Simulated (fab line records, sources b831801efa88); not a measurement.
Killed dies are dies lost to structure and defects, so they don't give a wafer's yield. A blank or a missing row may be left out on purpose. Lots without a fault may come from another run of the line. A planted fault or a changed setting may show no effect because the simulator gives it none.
Which tool did it? | flow sky130 | 7 lots, 21 wafers sampled, at 2 steps of a route of 708

WHAT THE GAUGES READ, wafer by wafer
SKY_LI_CONTACT_THK_MEAS_01.
lot  | measured     | on            | LI_CONTACT_HDPCVD_THK (nm)
L330 | day 28 01:14 | film_metro-04 | 917 918 927
L333 | day 29 06:58 | film_metro-04 | 929 923 951
L334 | day 29 14:08 | film_metro-04 | 931 934 939
L336 | day 30 09:46 | film_metro-01 | 933 929 941
L338 | day 31 01:44 | film_metro-04 | 931 921 940
L348 | day 34 04:22 | film_metro-04 | 1204 1216 1196
L350 | day 35 03:36 | film_metro-04 | 918 941 938

WHICH TOOL RAN EACH LOT (tool, then ch and the chambers of the sampled wafers, then the start)
lot  | SKY_LI_CONTACT_HDPCVD_00
L330 | hdpcvd-02 ch 0,2, day 28 01:08
L333 | hdpcvd-02 ch 0,1,2, day 29 06:52
L334 | hdpcvd-02 ch 0,2, day 29 14:01
L336 | hdpcvd-01 ch 0,1, day 30 09:40
L338 | hdpcvd-02 ch 0,2, day 31 01:36
L348 | hdpcvd-02 ch 1,2, day 34 04:16
L350 | hdpcvd-01 ch 1,2, day 35 03:29
- SKY_LI_CONTACT_HDPCVD_00: deposits PSG, target thk 930 nm, time 155 s.

THE ANSWER, worked out from the rows above alone
Rule: what is usual is taken from the lots themselves. Put in order of their means at a reading, lots are off if they are a third of the lots or fewer, leave a main group of 4 or more, and stand apart from it by a gap of 3 or more times the standard deviation of the main group's means; of several such gaps the widest counts. A main group whose means are all the same, to the digits that the tables above print for the reading, isn't used. A lot without any number at a reading at which 4 lots or more have one is off too. The other lots that the step has rows for count as sound.
Off: L348, at SKY_LI_CONTACT_THK_MEAS_01 (LI_CONTACT_HDPCVD_THK). The main group: mean 931 nm, standard deviation 4.9.
A tool fits if, at a process step before that reading, it ran every lot that is off, and no sound lot after the first of them. The gauges at SKY_LI_CONTACT_THK_MEAS_01 are tried like those tools. One fits: hdpcvd-02 at SKY_LI_CONTACT_HDPCVD_00. Its last sound lot is L338 (day 31 01:36), its first lot that is off L348 (day 34 04:16): a fault that began between those two fits.

WHAT THE SIMULATOR HAD PUT IN
Process parameter drift: hdpcvd-02, from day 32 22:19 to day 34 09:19, at SKY_LI_CONTACT_HDPCVD_00. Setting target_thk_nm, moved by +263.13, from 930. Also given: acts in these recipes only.
Lots struck among those shown: L348. The rule above found the same.
